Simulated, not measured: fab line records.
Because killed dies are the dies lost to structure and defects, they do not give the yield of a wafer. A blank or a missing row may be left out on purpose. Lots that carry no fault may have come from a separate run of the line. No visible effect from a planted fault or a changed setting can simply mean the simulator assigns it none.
Problem report, 8D (eight disciplines) form, completed by code + flow sky130 + the parts of the form that need people (team, actions taken, sign-off) are left out

== 1. THE ISSUE ==
run_length_s at SKY_FIELD_ISO_WET_ETCH_28 reads a mean of 44.8 s on 6 wafers of 2 lots; wafers without a fault read 74.9 s with a standard deviation of 2.9. That is -10 standard deviations from the usual mean.
The step: etches SiO2 in dHF, target depth 23.7 nm, time 47 s.
First seen on wafer L504.1, day 6 06:04, on wet_bench-02. At this step, 42 wafers from 14 lots have a number in the record. By rule, "out" or "out of limits" means more than 4 standard deviations away from the usual mean. The rest of the wafers with a number are treated as sound.

== 2. WHAT IT IS, AND WHAT IT ISN'T ==
| question                    | is                     | is not                                                                                 |
|-----------------------------|------------------------|----------------------------------------------------------------------------------------|
| which readings at this step | run_length_s           | -                                                                                      |
| which lots                  | L504, L505             | L488, L489, L490, L491, L492, L493, L498, L500, L506, L507, L508, L509                 |
| which wafers of those lots  | all that have a number | -                                                                                      |
| read on which tools         | wet_bench-02           | wet_bench-01, wet_bench-04                                                             |
| when                        | from day 6 06:04       | up to then (24 sound wafers); but 12 sound wafers of L506, L507, L508, L509 came after |

== 3. SUSPECTS, AND WHAT RULES EACH OUT ==
Counting: any tool at a process step up to the reading is kept as a suspect provided that every lot that is out went through it and no sound lot did after the first of them.
- wet_bench-02 at SKY_FIELD_ISO_WET_ETCH_28 (etches SiO2 in dHF, target depth 23.7 nm, time 47 s): ruled out as a lasting fault. Following L504 (day 6 06:04), the first lot on it that is out, the sound lots L507 were run on it.
Left after counting: nothing in the record.

== 4. THE CAUSE (what the simulator had put in) ==
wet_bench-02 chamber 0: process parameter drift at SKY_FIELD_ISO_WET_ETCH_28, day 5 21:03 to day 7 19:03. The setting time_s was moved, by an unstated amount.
Counting ruled it out, wrongly.

== 5. THE CHAIN OF EFFECTS, in route order ==
One row per reading whose mean, taken over the struck wafers that have a number, lies over 3 standard deviations from the usual. Only readings for which the record gives a usual standard deviation are gone through. hours: the time from each lot's start at the first step in this table that gives one to its start at this step, as a median over the lots. sigmas: the change in usual standard deviations.
| hours | step                      | reading      | usual  | on struck wafers | change | sigmas |
|-------|---------------------------|--------------|--------|------------------|--------|--------|
| 0     | SKY_FIELD_ISO_WET_ETCH_28 | run_length_s | 74.9 s | 44.8             | -30.1  | -10    |
The process steps in it:
- SKY_FIELD_ISO_WET_ETCH_28: etches SiO2 in dHF, target depth 23.7 nm, time 47 s.
At these later measuring or inspecting steps, every struck wafer for which the step has a row has a number for every such reading, and none has moved that far: SKY_VIA1_RS_MEAS_22.

== 6. WHAT WOULD HAVE CAUGHT IT SOONER ==
In this record the first reading out of limits was taken at day 6 06:04, 9 hours after the fault began at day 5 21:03.
